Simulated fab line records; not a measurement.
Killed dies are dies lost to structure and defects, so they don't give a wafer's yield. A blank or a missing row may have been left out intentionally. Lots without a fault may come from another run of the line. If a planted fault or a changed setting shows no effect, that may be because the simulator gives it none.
Code-filled problem report in 8D (eight disciplines) form ; flow sky130 ; the parts of the form that need people (team, actions taken, sign-off) are left out

== 1. WHAT WENT WRONG ==
Wafers without a fault read 16, standard deviation 4.6; killed-at-front-end at SKY_PAD_OPEN_PROBE_99 reads a mean of 42 on 6 wafers belonging to 2 lots. That is +5.6 standard deviations from the usual mean.
Seen first at day 44 10:55 on prober-02, wafer L771.1. The record holds 6 wafers of 2 lots with a number at this step. Rule for "out", or "out of limits": more than 4 standard deviations from the usual mean. All remaining wafers that have a number are taken as sound.

== 2. WHAT THIS IS AND IS NOT ==
question;is;is not
which readings at this step;killed-at-front-end;killed_at_M0_to_M3, killed_at_M4_up, killed-at-contacts, killed-at-other, killed-open, killed-short
which lots;L771, L772;-
which wafers of those lots;all that have a number;-
read on which tools;prober-01, prober-02;-
when;from day 44 10:55;up to then (0 sound wafers)

== 3. THE SUSPECTS, EACH WITH WHAT RULES IT OUT ==
Counting: a tool at a process step up to the reading stays a suspect if it ran every lot that is out and no sound lot after the first of them.
- lpcvd-02 at SKY_SPACER_CVD_00 (deposits Si3N4 from DCS/NH3, target thk 43.1 nm, time 740 s): kept. It ran every lot that is out, first L771 (day 20 20:35), and no sound lot after that.
- rie-diel-02 at SKY_VIA4_ETCH_12 (etches SiO2 in C4F8/O2/Ar, stops on TiN, target depth 580 nm): kept. It ran every lot that is out, first L771 (day 41 06:37), and no sound lot after that.
- rie-metal-02 at SKY_METAL5_METAL_ETCH_15 (etches the open film in Cl2/BCl3, stops on SiO2, target depth 1260 nm, time 252 s): kept. It ran every lot that is out, first L771 (day 42 09:54), and no sound lot after that.
Still standing after the count: lpcvd-02 at SKY_SPACER_CVD_00, rie-diel-02 at SKY_VIA4_ETCH_12, rie-metal-02 at SKY_METAL5_METAL_ETCH_15.

== 4. THE CAUSE (what the simulator had put in) ==
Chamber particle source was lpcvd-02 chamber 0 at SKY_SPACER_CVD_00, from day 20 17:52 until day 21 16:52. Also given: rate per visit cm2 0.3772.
This tool is one of the 3 suspects left after counting.

== 5. SEQUENCE OF EFFECTS, ordered by route ==
One row per reading whose mean, taken over the struck wafers that have a number, lies over 3 standard deviations from the usual. Scope: only readings with a usual standard deviation given in the record; hours: median across lots of the time from each lot's start at the first step in this table that gives one to its start at this step; sigmas: change in usual standard deviations.
hours;step;reading;usual;on struck wafers;change;sigmas
0;SKY_PAD_OPEN_PROBE_99;killed-at-front-end;16;42;+26;+5.6
The process steps in it:
- SKY_PAD_OPEN_PROBE_99

== 6. WHAT WOULD HAVE CAUGHT IT SOONER ==
First out-of-limits reading in this record: day 44 10:55, which is 569 hours after fault onset at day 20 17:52.
No tool reading at SKY_SPACER_CVD_00 that has a usual standard deviation in the record was out on any struck wafer, so an alarm limit of 4 standard deviations on those readings would not have fired.
Lots out: 2; all had begun SKY_SPACER_CVD_00 on lpcvd-02 by day 44 10:55. None of them would have been spared by holding the tool at that moment.
